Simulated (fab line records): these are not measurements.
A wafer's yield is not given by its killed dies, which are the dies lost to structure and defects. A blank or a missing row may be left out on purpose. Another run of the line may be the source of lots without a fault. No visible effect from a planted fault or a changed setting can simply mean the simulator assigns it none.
fab line records	flow sky130
record lots=6	wafers=17	last-day=50
route steps=708 shown POLY_CUT@310 SD_P@320 PAD_OPEN@708
lots with no fault: from the same line, run without faults
start-h: start of the lot's first displayed wafer, in hours after the record's first day	wait-h: time in hours since the lot's previous step	" same as the row above	L1.1+2: several wafers, shown together as one row	- no value, or no start was given	* or withheld: withheld	< > ~ a bound
route shown NAME@n: names a module that has steps shown in the file, with the first one's number in the route	usual: the fault-free wafers' mean and standard deviation	same: alike in all rows	chamber/n: place in a boat	sites: per-site readings	_std_site: standard deviation across them	_edge_site: inner sites' mean taken away from outer sites' mean	radius-mm: for every site, how far away it sits from the centre of the wafer	mask NAME#n: copy n	behind: tool/chamber where the wafer was last shaped	hold: why the lot was held/for how many hours/how that ended	device: names the non-switching transistor (n, p or np)	end of line: the route-end tests of the same wafers	a step given without rows: its recipe and nothing more	killed: count of dies lost to structure and defects at first sort (not the wafer's yield)	map: a wafer's dies, x killed, . not, _ none there
set.NAME: the run value of the setting; set.NAME@STEP: its run value at that earlier step	model.NAME: the simulator's own value behind a step, which no gauge read
certain route steps with their lots: each step a table, each wafer a row
services: the hour from which a tool's chamber was out of use, counted from the record's first day as start-h (under 0 if before that day), plus the number of hours and why
## steps
# step SKY_POLY_CUT_COAT_03
# recipe resist=KrF-thick	spin-rpm=3000	resist-thk-nm=450
# step SKY_POLY_CUT_SOFTBAKE_04
# recipe temp-c=100	time-s=90	resist=KrF-thick
# step SKY_POLY_CUT_EXPOSE_05
# recipe mask-id=NPCM	na=0.8	source-shape=annular	sigma-inner=0.55	sigma-outer=0.85	target-cd-nm=270	dose-mj=32
# step SKY_POLY_CUT_PEB_06
# recipe peb-temp-c=withheld	peb-time-s=withheld	resist=KrF-thick
# step SKY_POLY_CUT_DEVELOP_07
# recipe develop-time-s=60	resist=KrF-thick	dev-temp-c=21
# step SKY_POLY_CUT_CD_MEAS_08
# recipe target-cd-nm=270
# usual cd-nm=270.1/1.3
lot.wafer	tool	chamber	start-h	wait-h	cd-nm
L397.2	cd-sem-01	-	598.97	-	268.3
L397.3	"	-	"	"	267.3
L397.5	"	-	"	"	267.9
L398.1	cd-sem-02	-	613.26	-	272.8
L398.2	"	-	"	"	271.2
L398.6	"	-	"	"	271.0
L406.4	cd-sem-02	-	659.57	-	270.1
L406.6	"	-	"	"	273.4
L413.1	cd-sem-02	-	696.11	-	269.8
L413.3	"	-	"	"	269.7
L413.4	"	-	"	"	269.6
L417.1	cd-sem-01	-	728.97	-	269.2
L417.2	"	-	"	"	268.8
L417.4	"	-	"	"	268.1
L418.2	cd-sem-01	-	731.94	-	269.5
L418.4	"	-	"	"	270.1
L418.6	"	-	"	"	270.3
# step SKY_POLY_CUT_OVL_MEAS_09
# usual POLY_CUT_OVL=4/5
lot.wafer	tool	chamber	start-h	wait-h	POLY_CUT_OVL[nm]
L397.2	overlay-02	-	599.08	0.1	8
L397.3	"	-	"	"	3
L397.5	"	-	"	"	8
L398.1	overlay-01	-	613.38	0.1	7
L398.2	"	-	"	"	3
L398.6	"	-	"	"	-1
L406.4	overlay-02	-	659.65	0.1	9
L406.6	"	-	"	"	0
L413.1	overlay-01	-	696.23	0.1	-1
L413.3	"	-	"	"	6
L413.4	"	-	"	"	-2
L417.1	overlay-02	-	729.09	0.1	6
L417.2	"	-	"	"	12
L417.4	"	-	"	"	6
L418.2	overlay-02	-	732.05	0.1	-1
L418.4	"	-	"	"	-9
L418.6	"	-	"	"	-9
# step SKY_POLY_CUT_ETCH_10
# recipe chemistry=N2/H2	target=BARC	ion-energy-ev=200	source-w=500	bias-w=100	pressure-mtorr=30	n2-flow-sccm=100	h2-flow-sccm=200	stop-on=SiO2	time-s=45.9	target-depth-a=600
# usual drypump-motor-current-A=5.6/0.4	oes-product-au=0.855/0.0044	throttle-valve-pct=13.224/0.01
lot.wafer	tool	chamber	start-h	wait-h	drypump-motor-current-A	oes-product-au	rf-hours-counter-h	throttle-valve-pct
L397.2	rie-diel-02	1	599.11	0.0	5.3	0.856	1	13.228
L397.3	"	3	"	"	5.2	0.855	23	13.233
L397.5	"	1	"	"	5.3	0.864	-	13.227
L398.1	rie-diel-02	1	613.42	0.0	5.3	0.861	1	13.215
L398.2	"	2	"	"	5.7	0.856	3	13.230
L398.6	"	0	"	"	5.1	0.853	-	13.220
L406.4	rie-diel-03	2	659.67	0.0	6.0	0.850	14	13.218
L406.6	"	0	"	"	5.7	0.850	-	13.222
L413.1	rie-diel-03	3	696.27	0.0	5.9	0.854	14	13.214
L413.3	"	1	"	"	6.3	0.852	4	13.224
L413.4	"	2	"	"	6.0	0.854	-	13.221
L417.1	rie-diel-03	2	729.13	0.0	6.0	0.855	15	13.227
L417.2	"	1	"	"	6.3	0.866	5	13.221
L417.4	"	3	"	"	5.8	0.854	-	13.223
L418.2	rie-diel-02	1	732.08	0.0	5.3	0.850	3	13.241
L418.4	"	2	"	"	5.7	0.858	5	13.221
L418.6	"	0	"	"	5.1	0.853	-	13.237
# step SKY_POLY_CUT_ETCH_11
# recipe target=Si3N4	chemistry=CF4/CH2F2/Ar	stop-on=poly-Si	source-w=600	bias-w=150	pressure-mtorr=40	cf4-flow-sccm=40	ch2f2-flow-sccm=20	Ar_flow_sccm=150	time-s=42.5	target-depth-a=600
# usual drypump-motor-current-A=5.6/0.4	oes-product-au=0.833/0.006	throttle-valve-pct=14.994/0.0099
lot.wafer	tool	chamber	start-h	wait-h	drypump-motor-current-A	oes-product-au	rf-hours-counter-h	throttle-valve-pct
L397.2	rie-diel-02	1	599.15	0.0	5.3	0.837	1	14.979
L397.3	"	3	"	"	5.1	0.838	23	14.985
L397.5	"	1	"	"	5.3	0.831	-	15.002
L398.1	rie-diel-02	1	613.46	0.0	5.3	0.834	1	15.001
L398.2	"	2	"	"	5.7	0.835	3	14.990
L398.6	"	0	"	"	5.1	0.830	-	14.999
L406.4	rie-diel-03	2	659.71	0.0	6.1	0.833	14	15.013
L406.6	"	0	"	"	5.7	0.840	-	14.995
L413.1	rie-diel-03	3	696.31	0.0	5.9	0.825	14	14.993
L413.3	"	1	"	"	6.3	0.839	4	14.991
L413.4	"	2	"	"	6.0	0.829	-	14.987
L417.1	rie-diel-03	2	729.17	0.0	6.0	0.820	15	14.994
L417.2	"	1	"	"	6.3	0.824	5	15.003
L417.4	"	3	"	"	5.9	0.832	-	15.003
L418.2	rie-diel-02	1	732.12	0.0	5.3	0.836	3	14.982
L418.4	"	2	"	"	5.8	0.825	5	14.985
L418.6	"	0	"	"	5.1	0.840	-	14.999
# step SKY_POLY_CUT_STRIP_12
# recipe chemistry=O2/N2	power-w=1400	pressure-mtorr=1500	platen-temp-c=withheld	o2-flow-sccm=3000	n2-flow-sccm=300	overash-fraction=0.5
# usual drypump-motor-current-A=5.8/0.46	o2-flow-sccm=3001/9.2	oes-product-au=0.452/0.0038	strip-time-to-endpoint-s=5.356/0.015
lot.wafer	tool	chamber	start-h	wait-h	drypump-motor-current-A	o2-flow-sccm	oes-product-au	rf-hours-counter-h	strip-time-to-endpoint-s
L397.2	plasma-asher-03	0	599.19	0.0	6.1	3004	0.452	89	5.336
L397.3	"	0	"	"	6.1	3006	0.457	-	5.346
L397.5	"	0	"	"	6.2	2999	0.454	-	5.340
L398.1	plasma-asher-02	0	613.50	0.0	5.6	2988	0.455	19	5.339
L398.2	"	1	"	"	5.7	2986	0.459	19	5.333
L398.6	"	1	"	"	5.7	3002	0.454	-	5.356
L406.4	plasma-asher-02	0	659.79	0.1	5.6	2987	0.452	-	5.353
L406.6	"	0	"	"	5.6	3008	0.452	-	5.337
L413.1	plasma-asher-04	1	696.35	0.0	5.0	3003	0.455	82	5.346
L413.3	"	0	"	"	6.7	3013	0.449	-	5.382
L413.4	"	1	"	"	5.0	3003	0.460	-	5.381
L417.1	plasma-asher-04	1	729.21	0.0	5.0	3000	0.460	86	5.389
L417.2	"	0	"	"	6.7	3004	0.458	86	5.386
L417.4	"	1	"	"	5.0	2990	0.451	-	5.372
L418.2	plasma-asher-03	0	732.16	0.0	6.2	2996	0.449	102	5.354
L418.4	"	0	"	"	6.1	3004	0.447	-	5.377
L418.6	"	1	"	"	5.8	2999	0.448	-	5.362
# step SKY_SD_P_DEHYDRATE_00
# recipe temp-c=200	time-s=60
# step SKY_SD_P_HMDS_01
# recipe prime-time-s=60	prime-temp-c=120
# step SKY_SD_P_COAT_02
# recipe resist=NOVOLAK	spin-rpm=3000	resist-thk-nm=1140
# usual exhaust-pa=45.0/0.91
lot.wafer	tool	chamber	start-h	wait-h	exhaust-pa	model.NOVOLAK_of_SD_P_COAT_02.thk-nm
L397.2	litho-track-01	0	612.37	0.1	43.7	1144
L397.3	"	0	"	"	44.6	1146
L397.5	"	0	"	"	44.4	1144
L398.1	litho-track-01	0	629.30	0.1	45.7	1142
L398.2	"	0	"	"	45.5	579.1
L398.6	"	0	"	"	46.2	1144
L406.4	litho-track-01	0	672.68	0.1	44.4	580.4
L406.6	"	0	"	"	44.3	1143
L413.1	litho-track-03	0	709.02	0.1	46.1	1141
L413.3	"	0	"	"	44.2	1143
L413.4	"	0	"	"	44.9	1147
L417.1	litho-track-01	0	742.25	0.1	45.3	1143
L417.2	"	0	"	"	44.4	1142
L417.4	"	0	"	"	46.1	1143
L418.2	litho-track-03	0	745.59	0.1	44.5	1135
L418.4	"	0	"	"	46.0	1134
L418.6	"	0	"	"	45.4	1138
# step SKY_SD_P_SOFTBAKE_03
# recipe temp-c=90	time-s=60	resist=NOVOLAK
# step SKY_SD_P_EXPOSE_04
# recipe mask-id=PSDM	na=0.6	source-shape=conventional	sigma-outer=0.6	polarization=unpolarized	target-cd-nm=380	dose-mj=138
# step SKY_SD_P_PEB_05
# recipe temp-c=withheld	time-s=*	resist=NOVOLAK
# step SKY_SD_P_DEVELOP_06
# recipe resist=NOVOLAK	developer=TMAH	develop-time-s=60	dev-temp-c=23
# usual exhaust-pa=44.9/0.82
lot.wafer	tool	chamber	start-h	wait-h	exhaust-pa	model.NOVOLAK_of_SD_P_COAT_02.thk-nm
L397.2	litho-track-02	0	628.40	0.1	45.0	1144
L397.3	"	0	"	"	45.1	1145
L397.5	"	0	"	"	44.2	1143
L398.1	litho-track-02	0	642.12	0.1	45.9	1142
L398.2	"	0	"	"	45.6	578.7
L398.6	"	0	"	"	46.5	1143
L406.4	litho-track-03	0	686.89	0.1	44.3	580
L406.6	"	0	"	"	43.0	1143
L413.1	litho-track-02	0	724.07	0.1	44.3	1140
L413.3	"	0	"	"	43.9	1143
L413.4	"	0	"	"	44.6	1147
L417.1	litho-track-03	0	754.92	0.1	45.7	1142
L417.2	"	0	"	"	45.6	1142
L417.4	"	0	"	"	45.2	1142
L418.2	litho-track-01	0	758.23	0.1	45.7	1135
L418.4	"	0	"	"	44.6	1134
L418.6	"	0	"	"	43.6	1137
# step SKY_SD_P_CD_MEAS_07
# recipe target-cd-nm=380
# usual cd-nm=379.8/2.7
lot.wafer	tool	chamber	start-h	wait-h	cd-nm
L397.2	cd-sem-02	-	628.54	0.1	376.7
L397.3	"	-	"	"	378.2
L397.5	"	-	"	"	374.8
L398.1	cd-sem-02	-	642.27	0.1	382.4
L398.2	"	-	"	"	453.4
L398.6	"	-	"	"	382.3
L406.4	cd-sem-01	-	687.03	0.1	451.5
L406.6	"	-	"	"	379.1
L413.1	cd-sem-01	-	724.22	0.1	379.9
L413.3	"	-	"	"	375.6
L413.4	"	-	"	"	378.7
L417.1	cd-sem-02	-	755.07	0.1	383.7
L417.2	"	-	"	"	384.9
L417.4	"	-	"	"	383.6
L418.2	cd-sem-01	-	758.37	0.1	384.5
L418.4	"	-	"	"	383.3
L418.6	"	-	"	"	381.7
# step SKY_SD_P_OVL_MEAS_08
# usual SD_P_OVL=-0.3/1.6
lot.wafer	tool	chamber	start-h	wait-h	SD_P_OVL[nm]
L397.2	overlay-02	-	628.65	0.1	2.4
L397.3	"	-	"	"	0.0
L397.5	"	-	"	"	1.5
L398.1	overlay-02	-	642.39	0.1	-3.3
L398.2	"	-	"	"	-1.0
L398.6	"	-	"	"	-3.4
L406.4	overlay-01	-	687.11	0.1	0.9
L406.6	"	-	"	"	2.4
L413.1	overlay-01	-	724.34	0.1	0.6
L413.3	"	-	"	"	2.3
L413.4	"	-	"	"	0.3
L417.1	overlay-02	-	755.19	0.1	0.1
L417.2	"	-	"	"	0.1
L417.4	"	-	"	"	-1.8
L418.2	overlay-01	-	758.48	0.1	1.7
L418.4	"	-	"	"	1.9
L418.6	"	-	"	"	0.8
# step SKY_SD_P_IMPLANT_09
# recipe species=BF2	energy-kev=20	dose-cm2=3e+15	tilt-deg=0
# step SKY_SD_P_STRIP_10
# recipe chemistry=O2/N2	power-w=1400	pressure-mtorr=1500	platen-temp-c=withheld	o2-flow-sccm=3000	n2-flow-sccm=300	overash-fraction=0.5
# usual drypump-motor-current-A=5.7/0.5	o2-flow-sccm=3000/8.7	oes-product-au=0.617/0.0049	strip-time-to-endpoint-s=17.52/0.041
lot.wafer	tool	chamber	start-h	wait-h	drypump-motor-current-A	o2-flow-sccm	oes-product-au	rf-hours-counter-h	strip-time-to-endpoint-s
L397.2	plasma-asher-02	1	628.83	0.1	5.7	2988	0.617	20	17.51
L397.3	"	1	"	"	5.7	3012	0.613	-	17.53
L397.5	"	1	"	"	5.7	3003	0.612	-	17.51
L398.1	plasma-asher-02	1	642.58	0.1	5.6	3008	0.611	22	17.52
L398.2	"	0	"	"	5.6	2993	0.542	22	11.06
L398.6	"	0	"	"	5.7	2987	0.625	-	17.52
L406.4	plasma-asher-04	1	687.31	0.1	5.0	2996	0.545	-	11.04
L406.6	"	1	"	"	5.0	3002	0.624	-	17.52
L413.1	plasma-asher-01	0	724.53	0.1	6.0	2987	0.615	63	17.52
L413.3	"	0	"	"	6.0	2990	0.612	-	17.55
L413.4	"	1	"	"	5.4	3002	0.622	-	17.59
L417.1	plasma-asher-04	1	755.37	0.1	5.0	3005	0.616	88	17.51
L417.2	"	0	"	"	6.7	3006	0.610	88	17.51
L417.4	"	1	"	"	5.0	3009	0.621	-	17.51
L418.2	plasma-asher-01	1	758.66	0.1	5.3	2990	0.612	67	17.44
L418.4	"	0	"	"	5.9	3003	0.619	-	17.43
L418.6	"	0	"	"	5.9	2994	0.627	-	17.47
# step SKY_SD_P_TW_MEAS_11
# usual SD_P_TW=2821/20
lot.wafer	tool	chamber	start-h	wait-h	SD_P_TW
L397.2	film-metro-04	-	628.94	0.1	2855
L397.3	"	-	"	"	2842
L397.5	"	-	"	"	2836
L398.1	film-metro-04	-	642.68	0.1	2855
L398.2	"	-	"	"	2854
L398.6	"	-	"	"	2867
L406.4	film-metro-04	-	687.40	0.1	2845
L406.6	"	-	"	"	2825
L413.1	film-metro-03	-	724.65	0.1	2814
L413.3	"	-	"	"	2805
L413.4	"	-	"	"	2802
L417.1	film-metro-03	-	755.47	0.1	2816
L417.2	"	-	"	"	2796
L417.4	"	-	"	"	2792
L418.2	film-metro-01	-	758.77	0.1	2816
L418.4	"	-	"	"	2819
L418.6	"	-	"	"	2821
# step SKY_PAD_OPEN_PROBE_99
# usual killed_at_M0_to_M3=42/6.1	killed_at_M4_up=3.3/1.7	killed-at-contacts=25/5.4	killed-at-front-end=16/4.6	killed-at-other=0.4/0.55	killed-dies=87/8.8	killed-open=47/7.1	killed-short=40/5.8
# same gross-dies=492	killed-at-back-side=0
lot.wafer	tool	chamber	start-h	wait-h	killed_at_M0_to_M3	killed_at_M4_up	killed-at-contacts	killed-at-front-end	killed-at-other	killed-dies	killed-open	killed-short
L397.2	prober-01	-	1091.63	0.1	50	2	17	22	2	93	51	41
L397.3	prober-01	-	1091.68	0.2	50	3	18	18	1	90	50	39
L397.5	prober-01	-	1091.78	0.2	51	1	23	18	1	94	50	44
L406.4	prober-02	-	1138.70	0.2	52	0	34	9	0	95	55	40
L406.6	prober-02	-	1138.80	0.2	50	5	20	17	0	92	50	42
L413.1	prober-02	-	1162.00	0.1	47	4	26	27	0	104	56	47
L413.3	prober-02	-	1162.10	0.2	43	2	26	17	0	88	36	51
L413.4	prober-02	-	1162.15	0.2	38	2	27	19	1	87	49	37
L417.1	prober-02	-	1189.95	0.1	42	2	22	13	1	80	39	41
L417.2	prober-02	-	1190.00	0.1	47	1	29	18	1	96	59	36
L417.4	prober-02	-	1190.10	0.2	41	2	18	13	0	74	39	35
# killed by level:class
L397.2 VIA1:geometric-particle:open=10 FIELD_ISO:geometric-particle:open=8 VIA3:geometric-particle:open=8 VIA2:geometric-particle:open=8 FIELD_ISO:geometric-particle:short=6 LI_CONTACT:geometric-particle:open=6 METAL2:geometric-particle:short=6 METAL1:geometric-particle:short=5
L397.3 VIA1:geometric-particle:open=13 VIA1:geometric-particle:short=8 VIA2:geometric-particle:open=8 VIA3:geometric-particle:open=6 FIELD_ISO:geometric-particle:short=5 LI_CONTACT:geometric-particle:open=5 CONTACT:geometric-particle:short=5 FIELD_ISO:geometric-particle:open=4
L397.5 VIA1:geometric-particle:open=14 CONTACT:geometric-particle:open=8 VIA1:geometric-particle:short=8 LI_CONTACT:geometric-particle:open=7 VIA3:geometric-particle:open=7 METAL1:geometric-particle:short=7 METAL2:geometric-particle:short=6 FIELD_ISO:geometric-particle:short=4
L406.4 CONTACT:geometric-particle:open=15 VIA1:geometric-particle:short=9 VIA2:geometric-particle:open=8 LI_CONTACT:geometric-particle:open=7 VIA1:geometric-particle:open=7 METAL1:geometric-particle:short=6 VIA3:geometric-particle:open=6 LOCAL_INTERCONNECT:geometric-particle:short=5
L406.6 VIA1:geometric-particle:open=10 CONTACT:geometric-particle:open=9 METAL1:geometric-particle:short=8 METAL2:geometric-particle:short=8 VIA2:geometric-particle:open=7 FIELD_ISO:geometric-particle:open=6 LI_CONTACT:geometric-particle:open=5 METAL4:geometric-particle:short=5
L413.1 CONTACT:geometric-particle:open=12 VIA1:geometric-particle:open=11 LI_CONTACT:geometric-particle:open=10 FIELD_ISO:geometric-particle:short=7 METAL1:geometric-particle:short=7 METAL2:geometric-particle:short=6 FIELD_ISO:geometric-particle:open=5 VIA2:geometric-particle:short=5
L413.3 METAL1:geometric-particle:short=11 CONTACT:geometric-particle:short=9 VIA1:geometric-particle:open=9 VIA1:geometric-particle:short=8 CONTACT:geometric-particle:open=7 LI_CONTACT:geometric-particle:short=5 METAL2:geometric-particle:short=5 FIELD_ISO:geometric-particle:short=4
L413.4 CONTACT:geometric-particle:open=10 VIA1:geometric-particle:open=10 POLY_GATE:geometric-particle:short=7 LI_CONTACT:geometric-particle:open=7 VIA3:geometric-particle:open=6 VIA2:geometric-particle:open=5 POLY_GATE:geometric-particle:open=4 LOCAL_INTERCONNECT:geometric-particle:short=4
L417.1 CONTACT:geometric-particle:open=9 FIELD_ISO:geometric-particle:open=6 LI_CONTACT:geometric-particle:open=6 METAL1:geometric-particle:short=6 CONTACT:geometric-particle:short=5 METAL2:geometric-particle:short=5 VIA1:geometric-particle:short=5 VIA1:geometric-particle:open=5
L417.2 VIA2:geometric-particle:open=14 CONTACT:geometric-particle:open=10 FIELD_ISO:geometric-particle:open=9 LI_CONTACT:geometric-particle:open=8 VIA1:geometric-particle:open=7 METAL1:geometric-particle:short=7 CONTACT:geometric-particle:short=6 VIA3:geometric-particle:open=6
L417.4 VIA1:geometric-particle:open=9 METAL1:geometric-particle:short=7 CONTACT:geometric-particle:open=7 LOCAL_INTERCONNECT:geometric-particle:short=5 VIA2:geometric-particle:open=5 FIELD_ISO:geometric-particle:open=4 METAL2:geometric-particle:short=4 SPACER:geometric-particle:open=3
## services
tool	chamber	start-h	hours	kind
rie-diel-03	2	579.69	1.7	repair
rie-diel-02	2	618.85	15.7	repair
rie-diel-03	1	619.32	4.1	repair
rie-diel-03	3	632.03	3.8	repair
plasma-asher-03	-	636.09	7.9	repair
rie-diel-02	-	639.72	0.5	repair
plasma-asher-02	-	644.77	6.6	repair
plasma-asher-01	-	668.11	0.7	repair
plasma-asher-03	-	676.62	2.8	repair
plasma-asher-01	-	680.71	4.0	repair
rie-diel-03	0	694.69	17.0	repair
rie-diel-03	0	712.53	45.7	repair
rie-diel-03	3	717.16	5.0	repair
plasma-asher-02	-	727.21	2.1	repair
rie-diel-02	3	727.79	2.2	repair
plasma-asher-03	-	733.75	9.0	pm
plasma-asher-03	0	733.75	9.0	vent-cycle
plasma-asher-03	1	733.75	9.0	vent-cycle
plasma-asher-03	0	742.75	-	clean
plasma-asher-03	1	742.75	-	clean
## key
first-sign step=SKY_SD_P_CD_MEAS_07	reading=cd-nm	direction=up	sigmas=27	usual=379.8	struck=452.5
effect step=SKY_SD_P_STRIP_10	reading=strip-time-to-endpoint-s	direction=down	sigmas=99+	usual=*	struck=*
model-effect step=SKY_SD_P_COAT_02	value=NOVOLAK_of_SD_P_COAT_02.thk-nm	without=1146	struck=579.7
model-effect step=SKY_SD_P_DEVELOP_06	value=NOVOLAK_of_SD_P_COAT_02.thk-nm	without=1145	struck=579.3
met-at SKY_SD_P_COAT_02
struck-wafers L398.2,L406.4
tester-left-out L398,L406
onset-between 612.37 629.30
fault kind=process-parameter-drift	tool=litho-track-01	chamber=-	onset-h=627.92	steps=SKY_SD_P_COAT_02	channel=resist-thk-nm	offset=-563.21	shape=step	end-h=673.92	scope=struck-wafers-only	acts-in=these-recipes-only	stated=1140
# tester-left-out: of these lots the tester's yield and bins aren't shown, on N5 and GAA mostly nor the transistor test; their killed dies are dies lost to structure and defects alone, not to doping, threshold or leakage, so they don't give the yield
